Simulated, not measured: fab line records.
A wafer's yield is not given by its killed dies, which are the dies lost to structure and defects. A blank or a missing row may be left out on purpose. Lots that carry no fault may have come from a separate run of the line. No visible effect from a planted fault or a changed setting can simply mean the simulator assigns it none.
What tool caused it?	flow sky130	11 lots with 32 wafers sampled at 3 steps, on a route of 708 steps

WHAT THE GAUGES SHOWED, per wafer
SKY_METAL1_OVL_MEAS_16. Usual: for METAL1_OVL the level is 0 nm and the standard deviation is 5.5.
lot	measured	on	METAL1_OVL (nm)	flag
L156	day 32 00:24	overlay-02	2 5 -3	
L157	day 32 11:45	overlay-01	-4 -1 0	
L158	day 32 18:28	overlay-02	4 0 0	
L159	day 33 11:42	overlay-02	-9 -3 -11	
L160	day 33 19:54	overlay-01	9 8 -1	
L161	day 33 21:49	overlay-02	-6 -4 -3	
L167	day 36 03:00	overlay-02	-1 -2 -2	
L168	day 36 05:54	overlay-02	-9 -10 -9	
L171	day 38 12:30	overlay-01	-3 -7 -1	
L170	day 38 15:37	overlay-01	11 10 6	
L173	day 39 00:44	overlay-02	-5 -1	

SKY_VIA1_CD_MEAS_12: the cd target is 150 nm. Usual: cd nm at 150.1 nm, with a standard deviation of 1.8.
lot	measured	on	cd nm (nm)	flag
L156	day 33 05:07	cd sem-01	152.7 151.5 152.8	
L157	day 33 16:19	cd sem-02	151.8 150.5 151.9	
L158	day 33 22:22	cd sem-02	149.8 152.9 150.6	
L159	day 34 16:37	cd sem-02	147.1 148.6 148.7	
L160	day 34 23:29	cd sem-02	148.4 147.9 147.0	
L161	day 35 01:29	cd sem-02	149.3 149.6 151.0	
L167	day 37 06:34	cd sem-01	152.6 151.7 152.1	
L168	day 37 09:41	cd sem-02	149.3 148.8 148.9	
L171	day 39 15:01	cd sem-01	152.5 151.8 150.5	
L170	day 39 17:43	cd sem-01	149.1 149.3 150.2	
L173	day 40 02:50	cd sem-02	150.1 148.9	

WHICH TOOL RAN EACH LOT (tool, then ch and the chambers of the sampled wafers, then the start)
lot	SKY_CONTACT_SPUTTER_23
L156	pvd sputter-01, day 30 20:24
L157	pvd sputter-04, day 31 07:59
L158	pvd sputter-01, day 31 14:19
L159	pvd sputter-03, day 32 08:31
L160	pvd sputter-01, day 32 15:49
L161	pvd sputter-03, day 32 18:07
L167	pvd sputter-01, day 34 23:56
L168	pvd sputter-01, day 35 02:43
L171	pvd sputter-04, day 37 09:10
L170	pvd sputter-01, day 37 11:46
L173	pvd sputter-01, day 37 21:41
- SKY_CONTACT_SPUTTER_23: material TiN, target thk 20 nm, time 80 s.

WHAT THE TOOLS THEMSELVES READ (means of the sampled wafers that have a number; where no wafer has one, the mark that the record gives instead)
SKY_CONTACT_SPUTTER_23. Usual: throttle valve pct at 30.2 %, with a standard deviation of 1.2.
lot	tool	throttle valve pct (%)	flag
L156	pvd sputter-01	29.4	
L157	pvd sputter-04	29.6	
L158	pvd sputter-01	29.8	
L159	pvd sputter-03	30.6	
L160	pvd sputter-01	30.6	
L161	pvd sputter-03	30.6	
L167	pvd sputter-01	30.6	
L168	pvd sputter-01	30.6	
L171	pvd sputter-04	29.6	
L170	pvd sputter-01	30.6	
L173	pvd sputter-01	30.0	

THE ANSWER, worked out from the rows above alone
Rule: lot off if the mean of its wafers having a number is beyond 3 standard deviations from the usual mean. A lot without any number at a reading at which 4 lots or more have one is off too. Any other lot the step has rows for is counted as sound. The gauges are gone through in route order, then the tools' own readings, and for those a lot's mean is taken as printed above. The first step at which some lot is off is used, and at that step the reading that is off furthest; a lot without a number counts as furthest.
No lot is off at any reading shown: from this, nothing can be told.

WHAT THE SIMULATOR HAD PUT IN
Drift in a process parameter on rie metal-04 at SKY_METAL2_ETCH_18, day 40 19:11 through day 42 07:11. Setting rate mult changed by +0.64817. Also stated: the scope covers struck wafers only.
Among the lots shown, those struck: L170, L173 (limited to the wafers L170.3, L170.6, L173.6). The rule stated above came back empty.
